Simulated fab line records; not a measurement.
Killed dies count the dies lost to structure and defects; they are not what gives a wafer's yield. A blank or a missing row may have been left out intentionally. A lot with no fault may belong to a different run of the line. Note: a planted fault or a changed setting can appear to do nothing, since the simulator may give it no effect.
Which tool did it?    flow sky130    6 lots with 18 wafers sampled at 2 steps, on a route of 708 steps

WHAT EACH GAUGE READ, for each wafer
SKY_METAL1_OVL_MEAS_16.
lot   measured      on          METAL1_OVL (nm)
L282  day 34 00:01  overlay-01  2 2 3
L283  day 34 04:08  overlay-01  -9 0 -13
L285  day 34 22:49  overlay-02  6 3 3
L288  day 35 14:08  overlay-02  -8 2 2
L293  day 37 08:19  overlay-01  1 -2 -1
L297  day 38 12:22  overlay-01  -1 -4 -7

TOOL THAT RAN EACH LOT (tool first, then ch and the chambers of the sampled wafers, then the start)
lot   SKY_LDD_N_IMPLANT_13
L282  implanter-02 ch 0, day 19 03:25
L283  implanter-01 ch 0, day 19 08:41
L285  implanter-01 ch 0, day 20 02:58
L288  implanter-03 ch 0, day 20 21:06
L293  implanter-01 ch 0, day 23 01:03
L297  implanter-03 ch 0, day 24 08:22
- SKY_LDD_N_IMPLANT_13

THE ANSWER, worked out from the rows above alone
Rule: what is usual is taken from the lots themselves. Put in order of their means at a reading, lots are off if they are a third of the lots or fewer, leave a main group of 4 or more, and stand apart from it by a gap of 3 or more times the standard deviation of the main group's means; of several such gaps the widest counts. Not used: any main group whose means are identical at the precision the tables above print for the reading. Also off: a lot with no number at a reading for which 4 or more lots have one. All remaining lots with rows at the step are treated as sound.
Nothing can be told from this: no lot is off at any reading shown.

WHAT THE SIMULATOR HAD INSERTED
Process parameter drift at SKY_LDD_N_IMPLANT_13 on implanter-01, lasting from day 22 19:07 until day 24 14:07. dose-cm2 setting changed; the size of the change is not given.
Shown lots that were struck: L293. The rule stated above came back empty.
